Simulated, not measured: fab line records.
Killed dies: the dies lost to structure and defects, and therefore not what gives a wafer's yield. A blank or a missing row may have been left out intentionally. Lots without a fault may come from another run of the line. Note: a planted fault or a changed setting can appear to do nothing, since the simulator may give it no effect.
Which tool is to blame? ; flow gf180mcu ; Sampling: 15 lots, 45 wafers, 5 of 602 route steps

== WHAT EACH GAUGE READ, for each wafer ==
GF_V1_BOW_MEAS_05.
lot;measured;on;V1_BOW (um)
L455;day 16 21:38;film metro-02;78 83 69
L456;day 17 18:58;film metro-03;82 77 77
L457;day 17 19:46;film metro-03;92 77 81
L458;day 18 15:49;film metro-02;75 78 75
L461;day 19 20:47;film metro-01;86 88 73
L462;day 20 00:38;film metro-03;74 72 74
L466;day 21 05:40;film metro-02;88 87 84
L467;day 21 16:19;film metro-01;88 84 80
L468;day 21 22:38;film metro-01;82 77 77
L470;day 22 15:26;film metro-01;84 75 89
L474;day 23 22:53;film metro-01;86 78 78
L475;day 24 09:03;film metro-01;83 69 80
L476;day 24 15:05;film metro-03;87 77 76
L477;day 24 20:27;film metro-01;75 90 80
L478;day 25 08:00;film metro-03;82 79 90

GF_V1_CD_MEAS_14 targets a cd of 260 nm.
lot;measured;on;cd nm (nm)
L455;day 17 19:58;cd sem-02;259.8 260.0 260.0
L456;day 18 17:52;cd sem-01;259.2 258.9 258.0
L457;day 18 19:17;cd sem-01;259.0 259.8 258.6
L458;day 19 16:37;cd sem-02;260.7 261.0 261.4
L461;day 20 21:10;cd sem-01;259.0 260.2 259.8
L462;day 21 01:06;cd sem-02;260.0 259.4 260.7
L466;day 22 05:31;cd sem-02;258.4 258.9 259.7
L467;day 22 15:41;cd sem-01;233.1 232.2 232.9
L468;day 22 22:18;cd sem-02;233.9 233.9 234.4
L470;day 23 14:22;cd sem-02;239.1 238.8 239.9
L474;day 24 20:53;cd sem-01;259.5 259.8 258.5
L475;day 25 06:20;cd sem-02;260.2 260.7 260.7
L476;day 25 12:25;cd sem-02;260.1 260.7 260.0
L477;day 25 17:14;cd sem-01;258.6 258.4 258.7
L478;day 26 05:11;cd sem-02;261.5 260.3 260.9

GF_V1_OVL_MEAS_15.
lot;measured;on;V1_OVL (nm)
L455;day 17 20:04;overlay-01;6 0 -1
L456;day 18 17:59;overlay-02;7 -1 4
L457;day 18 19:25;overlay-01;3 -1 -3
L458;day 19 16:44;overlay-01;-3 3 -4
L461;day 20 21:17;overlay-01;1 0 -6
L462;day 21 01:12;overlay-01;-3 -3 -2
L466;day 22 05:37;overlay-01;-2 2 0
L467;day 22 15:47;overlay-01;-9 -3 -16
L468;day 22 22:25;overlay-01;-2 -8 -5
L470;day 23 14:29;overlay-02;-6 -6 -4
L474;day 24 21:01;overlay-02;0 3 2
L475;day 25 06:26;overlay-01;-6 -7 -9
L476;day 25 12:31;overlay-02;6 1 -7
L477;day 25 17:20;overlay-02;-9 -11 -9
L478;day 26 05:17;overlay-02;8 1 10

== WHAT TOOL EACH LOT RAN ON (gives the tool, then ch and the chambers of the sampled wafers, and finally the start) ==
lot;GF_M1_STRIP_17;GF_V1_SOFTBAKE_10
L455;plasma asher-01 ch 0,1, day 16 20:31;litho track-02 ch 0, day 17 09:00
L456;plasma asher-01 ch 0,1, day 17 14:10;litho track-01 ch 0, day 18 05:00
L457;plasma asher-03 ch 0,1, day 17 18:34;litho track-03 ch 0, day 18 07:00
L458;plasma asher-01 ch 0,1, day 18 14:10;litho track-01 ch 0, day 19 03:00
L461;plasma asher-04 ch 0,1, day 19 19:40;litho track-02 ch 0, day 20 08:00
L462;plasma asher-04 ch 0,1, day 19 23:30;litho track-03 ch 0, day 20 13:00
L466;plasma asher-01 ch 0,1, day 21 04:34;litho track-03 ch 0, day 21 17:00
L467;plasma asher-04 ch 0,1, day 21 15:09;litho track-03 ch 0, day 22 04:00
L468;plasma asher-01 ch 0,1, day 21 21:19;litho track-03 ch 0, day 22 10:00
L470;plasma asher-01 ch 0,1, day 22 14:19;litho track-03 ch 0, day 23 03:00
L474;plasma asher-04 ch 0,1, day 23 21:47;litho track-01 ch 0, day 24 09:00
L475;plasma asher-03 ch 0,1, day 24 07:56;litho track-01 ch 0, day 24 19:00
L476;plasma asher-04 ch 0,1, day 24 13:58;litho track-02 ch 0, day 25 02:00
L477;plasma asher-03 ch 0,1, day 24 19:21;litho track-02 ch 0, day 25 06:00
L478;plasma asher-03 ch 0,1, day 25 06:49;litho track-02 ch 0, day 25 18:00
- GF_M1_STRIP_17: strips in O2/N2.
- GF_V1_SOFTBAKE_10: time 60 s.

== WHAT THE TOOLS THEMSELVES READ (means of the sampled wafers that have a number; where no wafer has one, the mark that the record gives instead) ==
GF_M1_STRIP_17.
lot;tool;drypump motor current A (A);heater power w (W);oes product au (a.u.);strip time to endpoint s (s)
L455;plasma asher-01;5.7;281;0.557;7.63
L456;plasma asher-01;5.8;285;0.560;7.63
L457;plasma asher-03;5.9;366;0.554;7.58
L458;plasma asher-01;5.8;286;0.563;7.69
L461;plasma asher-04;5.2;283;0.559;7.65
L462;plasma asher-04;5.6;280;0.554;7.64
L466;plasma asher-01;5.8;288;0.563;7.65
L467;plasma asher-04;5.7;275;0.559;7.66
L468;plasma asher-01;5.8;289;0.560;7.63
L470;plasma asher-01;5.8;287;0.560;7.67
L474;plasma asher-04;5.6;276;0.560;7.69
L475;plasma asher-03;6.1;360;0.556;7.63
L476;plasma asher-04;5.3;286;0.554;7.61
L477;plasma asher-03;5.8;367;0.558;7.68
L478;plasma asher-03;6.1;354;0.557;7.71

GF_V1_SOFTBAKE_10.
lot;tool;heater power total W (W);plate temp C (C)
L455;litho track-02;93.06;130.11
L456;litho track-01;93.05;129.96
L457;litho track-03;93.06;130.06
L458;litho track-01;93.06;130.01
L461;litho track-02;93.06;130.22
L462;litho track-03;93.09;130.15
L466;litho track-03;93.00;130.07
L467;litho track-03;81.19;117.20
L468;litho track-03;81.14;117.04
L470;litho track-03;81.19;117.09
L474;litho track-01;93.01;129.98
L475;litho track-01;93.01;129.98
L476;litho track-02;93.07;130.07
L477;litho track-02;93.05;129.95
L478;litho track-02;93.03;130.00

== THE ANSWER, worked out from the rows above alone ==
Rule: usual is defined by the lots themselves. The widest of any qualifying gaps counts: lots, ordered by their means at a reading, are off when they make up no more than a third of the lots, leave a main group of 4 or more, and stand apart from it by 3 or more times the standard deviation of that group's means. A main group is skipped when, at the precision printed for the reading in the tables above, its means are all equal. Also off: a lot with no number at a reading for which 4 or more lots have one. Any other lot the step has rows for is counted as sound. First the gauges in route order, then the tools' own readings, where a lot's mean is used as printed above. At the first step where some lot is off, the reading lying furthest off is the one used; lots without a number count as furthest.
Off: L467, L468, L470, at GF_V1_CD_MEAS_14 (cd nm). For the main group the mean is 259.8 nm and the standard deviation 0.8.
If a tool, at a process step before that reading, ran all the lots that are off and no sound lot after the first of them, it fits. Not tried: the gauges at GF_V1_CD_MEAS_14; whatever is off there is also off at GF_V1_SOFTBAKE_10, on other tools, and gauge error can't account for it. One fits: GF_V1_SOFTBAKE_10 on litho track-03. A fault onset in the window from L466 (day 21 17:00, its last sound lot) to L467 (day 22 04:00, its first lot off) fits.
The tool's own readings at GF_V1_SOFTBAKE_10 bear it out: on the lots that are off they differ by more than 5 times the standard deviation of the sound lots' means. heater power total W reads 81.17 W there against 93.05 W on the sound lots; plate temp C reads 117.11 C there against 130.05 C on the sound lots.

== WHAT THE SIMULATOR PUT IN ==
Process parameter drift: litho track-03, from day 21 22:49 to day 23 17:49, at GF_V1_SOFTBAKE_10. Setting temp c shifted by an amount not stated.
Lots struck among those shown: L467, L468, L470. The rule given above showed the same thing.
